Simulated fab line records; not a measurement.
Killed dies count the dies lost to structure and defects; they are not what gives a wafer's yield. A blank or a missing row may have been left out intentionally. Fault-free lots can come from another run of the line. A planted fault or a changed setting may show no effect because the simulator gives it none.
Which of the tools did it? + flow sky130 + 21 wafers from 7 lots sampled at 2 of the route's 708 steps

## WHAT THE GAUGES READ, wafer by wafer
SKY_LI_CONTACT_OVL_MEAS_13.
| lot  | measured     | on         | LI_CONTACT_OVL (nm) |
|------|--------------|------------|---------------------|
| L724 | day 30 00:38 | overlay-02 | -11 -8 -12          |
| L726 | day 30 11:34 | overlay-01 | -6 -7 -11           |
| L728 | day 31 11:37 | overlay-02 | 7 -4 -6             |
| L732 | day 32 16:23 | overlay-01 | 0 -4 -9             |
| L734 | day 33 09:29 | overlay-02 | -4 -5 0             |
| L736 | day 34 01:04 | overlay-01 | -4 -4 -10           |
| L745 | day 36 17:08 | overlay-02 | -11 -4 -5           |

## EACH LOT AND THE TOOL THAT RAN IT (in order: tool; ch and the chambers of the sampled wafers; start)
| lot  | SKY_LI_CONTACT_SOFTBAKE_08       |
|------|----------------------------------|
| L724 | lithoTrack-03 ch 0, day 29 10:00 |
| L726 | lithoTrack-03 ch 0, day 29 20:00 |
| L728 | lithoTrack-03 ch 0, day 30 21:00 |
| L732 | lithoTrack-02 ch 0, day 32 02:00 |
| L734 | lithoTrack-03 ch 0, day 32 21:00 |
| L736 | lithoTrack-02 ch 0, day 33 11:00 |
| L745 | lithoTrack-02 ch 0, day 36 04:00 |
- SKY_LI_CONTACT_SOFTBAKE_08: time 90 s.

## THE ANSWER, worked out from the rows above alone
Rule: the usual values come from the lots themselves. Put in order of their means at a reading, lots are off if they are a third of the lots or fewer, leave a main group of 4 or more, and stand apart from it by a gap of 3 or more times the standard deviation of the main group's means; of several such gaps the widest counts. A main group is skipped when, at the precision printed for the reading in the tables above, its means are all equal. Also off: a lot with no number at a reading for which 4 or more lots have one. The other lots that the step has rows for count as sound.
None of the lots is off at any reading shown; this tells nothing.

## WHAT THE SIMULATOR HAD INSERTED
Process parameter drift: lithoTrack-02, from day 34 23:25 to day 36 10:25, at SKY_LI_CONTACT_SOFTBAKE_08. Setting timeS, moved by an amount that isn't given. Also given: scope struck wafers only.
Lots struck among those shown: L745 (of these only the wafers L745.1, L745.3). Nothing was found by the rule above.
